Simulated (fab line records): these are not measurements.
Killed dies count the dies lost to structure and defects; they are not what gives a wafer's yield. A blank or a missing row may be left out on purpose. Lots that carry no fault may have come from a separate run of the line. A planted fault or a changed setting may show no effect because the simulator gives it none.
Split-lot study / flow gf180mcu / route with 602 steps; 5 lots, 23 wafers read

## ABOUT THE SPLIT
At GF_SAB_DEVELOP_08 (develop time 60 s), the setting dev-temp-c was moved away from the recipe's 23 C on 8 of the 23 wafers read, by -7.2% to +13.4%. All remaining wafers had this setting at the recipe value.

Between the split and the reading, the file records no step.

## THE READING
Shown in nm: cd-nm at GF_SAB_CD_MEAS_09, with target cd 420 nm. On this fab line, fault-free wafers typically give 420.4 nm with a standard deviation of 2.3 nm.

wafer=L074.1; tool, chamber at the split=litho-track-02, 0; dev-temp-c as run, C=26.08; against the recipe=+13.4%; cd-nm, nm=427.6; against lot-mates on the recipe=+8.6
wafer=L074.2; tool, chamber at the split=litho-track-02, 0; dev-temp-c as run, C=26.08; against the recipe=+13.4%; cd-nm, nm=431.4; against lot-mates on the recipe=+12.4
wafer=L074.3; tool, chamber at the split=litho-track-02, 0; dev-temp-c as run, C=23; against the recipe=recipe; cd-nm, nm=420.7; against lot-mates on the recipe=-
wafer=L074.4; tool, chamber at the split=litho-track-02, 0; dev-temp-c as run, C=23; against the recipe=recipe; cd-nm, nm=418.2; against lot-mates on the recipe=-
wafer=L074.5; tool, chamber at the split=litho-track-02, 0; dev-temp-c as run, C=23; against the recipe=recipe; cd-nm, nm=418.0; against lot-mates on the recipe=-
wafer=L076.2; tool, chamber at the split=litho-track-02, 0; dev-temp-c as run, C=23; against the recipe=recipe; cd-nm, nm=419.1; against lot-mates on the recipe=-
wafer=L076.3; tool, chamber at the split=litho-track-02, 0; dev-temp-c as run, C=23; against the recipe=recipe; cd-nm, nm=417.9; against lot-mates on the recipe=-
wafer=L076.6; tool, chamber at the split=litho-track-02, 0; dev-temp-c as run, C=23; against the recipe=recipe; cd-nm, nm=418.1; against lot-mates on the recipe=-
wafer=L077.1; tool, chamber at the split=litho-track-02, 0; dev-temp-c as run, C=23; against the recipe=recipe; cd-nm, nm=423.1; against lot-mates on the recipe=-
wafer=L077.3; tool, chamber at the split=litho-track-02, 0; dev-temp-c as run, C=23; against the recipe=recipe; cd-nm, nm=423.8; against lot-mates on the recipe=-
wafer=L077.4; tool, chamber at the split=litho-track-02, 0; dev-temp-c as run, C=23; against the recipe=recipe; cd-nm, nm=421.9; against lot-mates on the recipe=-
wafer=L077.5; tool, chamber at the split=litho-track-02, 0; dev-temp-c as run, C=23; against the recipe=recipe; cd-nm, nm=423.4; against lot-mates on the recipe=-
wafer=L077.6; tool, chamber at the split=litho-track-02, 0; dev-temp-c as run, C=23; against the recipe=recipe; cd-nm, nm=422.9; against lot-mates on the recipe=-
wafer=L082.2; tool, chamber at the split=litho-track-04, 0; dev-temp-c as run, C=23; against the recipe=recipe; cd-nm, nm=425.3; against lot-mates on the recipe=-
wafer=L082.3; tool, chamber at the split=litho-track-04, 0; dev-temp-c as run, C=23; against the recipe=recipe; cd-nm, nm=420.6; against lot-mates on the recipe=-
wafer=L082.4; tool, chamber at the split=litho-track-04, 0; dev-temp-c as run, C=24.94; against the recipe=+8.4%; cd-nm, nm=430.8; against lot-mates on the recipe=+7.8
wafer=L082.5; tool, chamber at the split=litho-track-04, 0; dev-temp-c as run, C=24.94; against the recipe=+8.4%; cd-nm, nm=428.0; against lot-mates on the recipe=+5.0
wafer=L082.6; tool, chamber at the split=litho-track-04, 0; dev-temp-c as run, C=24.94; against the recipe=+8.4%; cd-nm, nm=427.9; against lot-mates on the recipe=+4.9
wafer=L084.1; tool, chamber at the split=litho-track-01, 0; dev-temp-c as run, C=23; against the recipe=recipe; cd-nm, nm=416.6; against lot-mates on the recipe=-
wafer=L084.2; tool, chamber at the split=litho-track-01, 0; dev-temp-c as run, C=21.34; against the recipe=-7.2%; cd-nm, nm=411.7; against lot-mates on the recipe=-4.9
wafer=L084.3; tool, chamber at the split=litho-track-01, 0; dev-temp-c as run, C=21.34; against the recipe=-7.2%; cd-nm, nm=412.4; against lot-mates on the recipe=-4.2
wafer=L084.4; tool, chamber at the split=litho-track-01, 0; dev-temp-c as run, C=21.34; against the recipe=-7.2%; cd-nm, nm=410.1; against lot-mates on the recipe=-6.5
wafer=L084.5; tool, chamber at the split=litho-track-01, 0; dev-temp-c as run, C=23; against the recipe=recipe; cd-nm, nm=416.6; against lot-mates on the recipe=-

FIT RESULTS
A straight line over all 23 wafers: cd-nm changes by +0.917 nm for each +1% of dev-temp-c; r = +0.88; the points scatter about the line by 2.8 nm.
The same after taking each lot's own level away (the mean of its wafers on the recipe; 23 wafers): +0.748 nm for each +1%; r = +0.96; scatter 1.3 nm.
That fit puts the effect of the largest move of dev-temp-c on the reading at 10 nm.
From 416.60 to 423.02 nm: that is the span of the lots' own levels, equal to 2.8 times the standard deviation above.
Hence the slope depends on the lot-to-lot level, as the two fits are not the same.
Check: with one of the wafers moved furthest among these (+13.4%) left out of the fit, the line predicts +10.5 nm for it against its lot-mates. It came out at +8.63 nm against them.

## OTHER SPLITS APPLIED TO THESE WAFERS
Other splits were also applied to these wafers ahead of the reading. Each is held against what the fit with the lots' levels taken away leaves over:
other split on the same wafers=GF_HV_LDD_IMPLANT_48 dose-cm2; wafers away from the commonest value=10; r with cd-nm (lot level and that fit taken away)=-0.13
other split on the same wafers=GF_NSD_DEVELOP_06 develop-time-s; wafers away from the commonest value=7; r with cd-nm (lot level and that fit taken away)=-0.06
other split on the same wafers=GF_PSD_EXPOSE_04 dose-mj; wafers away from the commonest value=8; r with cd-nm (lot level and that fit taken away)=+0.07
other split on the same wafers=GF_PSD_DEVELOP_06 develop-time-s; wafers away from the commonest value=5; r with cd-nm (lot level and that fit taken away)=-0.12

## THE WHOLE CHAIN: every reading that the file lists as answering this split, in the file's order
step=GF_SAB_CD_MEAS_09; what it does=target cd 420 nm; reading=cd-nm; change (the file's fit)=+0.755 nm for each +1% of the setting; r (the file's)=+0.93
step=GF_SAB_ETCH_11; what it does=etches SiO2 in C4F8/O2/Ar, target depth 55 nm, time 8.5 s; reading=SAB.cd-nm (the simulator's own value, which no gauge read); change (the file's fit)=+0.759 nm for each +1% of the setting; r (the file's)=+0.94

## FILE'S OWN FIT
cd-nm changes by +0.755 nm for each +1% of dev-temp-c, r = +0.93.
